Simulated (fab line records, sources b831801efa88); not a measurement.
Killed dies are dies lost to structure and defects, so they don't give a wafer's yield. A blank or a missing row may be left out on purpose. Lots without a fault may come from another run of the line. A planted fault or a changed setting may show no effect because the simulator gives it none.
Chamber matching | flow gf180mcu | GF_V3_CVD_02 on pecvd-02: 3 sister chambers
The step deposits SiO2 from TEOS, target thk 850 nm, time 94.851 s. 6 wafers are shown with their chamber, then 8 later ones without.

WAFERS WITH THEIR CHAMBER
wafer  | chamber | heater_power_w (W) | heater_power_outer_w (W)
L629.1 | 2       | 443                | 206
L630.5 | 1       | 635                | 297
L631.3 | 0       | 557                | 322
L631.5 | 1       | 619                | 290
L631.6 | 0       | 571                | 349
L632.1 | 2       | 408                | 172

WAFERS WITHOUT THEIR CHAMBER
wafer  | heater_power_w (W) | heater_power_outer_w (W)
L632.2 | 708                | 368
L632.6 | 751                | 393
L633.3 | 529                | 300
L633.4 | 561                | 350
L633.5 | 453                | 215
L643.1 | 677                | 342
L643.3 | 526                | 297
L643.5 | 407                | 168

WHICH CHAMBER EACH WENT THROUGH
wafer  | from the rows above | in truth
L632.2 | 1                   | 1
L632.6 | 1                   | 1
L633.3 | 0                   | 0
L633.4 | 0                   | 0
L633.5 | 2                   | 2
L643.1 | 1                   | 1
L643.3 | 0                   | 0
L643.5 | 2                   | 2
Placed correctly: 8 of 8. Can't be placed from these rows: 0. Placed wrongly: 0.
How it was worked out, from the rows above alone: a wafer's distance from a chamber is the root of the sum, over the readings, of the square of ((its reading less the chamber's mean) divided by the reading's scatter). The wafer belongs to the nearest chamber; if the next one is less than 2 further off, it can't be placed. A chamber's mean is the mean of its shown wafers. The scatter: the root of (the sum of the squares of (reading less its chamber's mean) over the shown wafers, divided by (wafers less chambers)).
